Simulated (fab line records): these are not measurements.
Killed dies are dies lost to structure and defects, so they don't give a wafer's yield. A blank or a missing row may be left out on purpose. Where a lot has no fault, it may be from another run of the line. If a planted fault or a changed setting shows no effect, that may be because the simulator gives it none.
The tool behind it: which one? ; flow sky130 ; 7 lots with 21 wafers sampled at 6 steps, on a route of 708 steps

== WHAT THE GAUGES READ, wafer by wafer ==
SKY_POLY_GATE_CD_MEAS_22.
lot;measured;on;cd nm (nm)
L369;day 17 07:34;cd sem-01;152.3 151.3 149.5
L371;day 17 21:24;cd sem-02;157.0 150.4 153.4
L373;day 18 22:08;cd sem-01;152.9 149.6 152.2
L375;day 19 08:04;cd sem-01;- - -
L385;day 23 09:53;cd sem-02;149.0 153.0 151.0
L387;day 24 09:18;cd sem-01;149.1 146.0 151.4
L390;day 24 22:34;cd sem-02;155.5 155.3 153.7

== WHAT TOOL EACH LOT RAN ON (gives the tool, then ch and the chambers of the sampled wafers, and finally the start) ==
lot;SKY_VT_ADJUST_NCORE_STRIP_10;SKY_VT_ADJUST_HVTR_STRIP_10;SKY_POLY_GATE_ETCH_15;SKY_POLY_GATE_ETCH_16;SKY_POLY_GATE_ETCH_17
L369;plasma asher-02 ch 0,1, day 9 04:11;plasma asher-03 ch 0,1, day 10 02:11;rie diel-02 ch 0,1,2, day 17 04:13;rie diel-02 ch 0,1,2, day 17 04:17;rie si-01 ch 0,2,3, day 17 04:23
L371;plasma asher-02 ch 0,1, day 9 15:50;plasma asher-03 ch 0,1, day 10 14:37;rie diel-04 ch 1,2, day 17 19:22;rie diel-04 ch 1,2, day 17 19:27;rie si-02 ch 0,1,3, day 17 19:32
L373;plasma asher-01 ch 0,1, day 10 11:17;plasma asher-03 ch 0,1, day 11 08:44;rie diel-03 ch 1,3, day 18 16:58;rie diel-03 ch 1,3, day 18 17:02;rie si-02 ch 0,3, day 18 17:08
L375;plasma asher-03 ch 0,1, day 10 19:56;plasma asher-03 ch 0,1, day 11 19:11;rie diel-04 ch 0,3, day 19 06:19;rie diel-04 ch 0,3, day 19 06:23;rie si-02 ch 1,2, day 19 06:29
L385;plasma asher-02 ch 0,1, day 14 04:16;plasma asher-04 ch 0,1, day 15 07:34;rie diel-03 ch 1,2,3, day 23 08:06;rie diel-03 ch 1,2,3, day 23 08:11;rie si-02 ch 0,2,3, day 23 08:17
L387;plasma asher-03 ch 0,1, day 14 16:46;plasma asher-03 ch 0,1, day 15 20:40;rie diel-02 ch 1,2, day 24 07:36;rie diel-02 ch 1,2, day 24 07:41;rie si-02 ch 0,1,3, day 24 07:47
L390;plasma asher-03 ch 1, day 15 09:35;plasma asher-02 ch 0,1, day 16 14:07;rie diel-02 ch 1,3, day 24 20:46;rie diel-02 ch 1,3, day 24 20:50;rie si-01 ch 0,1,3, day 24 20:56
- SKY_VT_ADJUST_NCORE_STRIP_10: strips in O2/N2.
- SKY_VT_ADJUST_HVTR_STRIP_10: strips in O2/N2.
- SKY_POLY_GATE_ETCH_15: etches BARC in N2/H2, stops on SiO2, time 118.5 s, target depth 110 nm.
- SKY_POLY_GATE_ETCH_16: etches Si3N4 in CH3F/O2, stops on poly-Si, time 147.5 s, target depth 75 nm.
- SKY_POLY_GATE_ETCH_17: etches poly-Si in HBr/Cl2, stops on SiO2, target depth 180 nm, time 70.5 s.

== THE ANSWER, worked out from the rows above alone ==
Rule: the usual values come from the lots themselves. Put in order of their means at a reading, lots are off if they are a third of the lots or fewer, leave a main group of 4 or more, and stand apart from it by a gap of 3 or more times the standard deviation of the main group's means; of several such gaps the widest counts. A main group whose means are all the same, to the digits that the tables above print for the reading, isn't used. A lot without any number at a reading at which 4 lots or more have one is off too. All remaining lots with rows at the step are treated as sound.
Off, at SKY_POLY_GATE_CD_MEAS_22 on cd nm: L375. Without a number there: L375. For the main group the mean is 151.8 nm and the standard deviation 1.9.
If a tool, at a process step before that reading, ran all the lots that are off and no sound lot after the first of them, it fits. The gauges at SKY_POLY_GATE_CD_MEAS_22 are tried like those tools. One fits: SKY_POLY_GATE_ETCH_15 and SKY_POLY_GATE_ETCH_16 on rie diel-04. At SKY_POLY_GATE_ETCH_15 its last sound lot is L371 (day 17 19:22), its first lot that is off L375 (day 19 06:19): a fault that began between those two fits.

== WHAT WAS PUT IN BY THE SIMULATOR ==
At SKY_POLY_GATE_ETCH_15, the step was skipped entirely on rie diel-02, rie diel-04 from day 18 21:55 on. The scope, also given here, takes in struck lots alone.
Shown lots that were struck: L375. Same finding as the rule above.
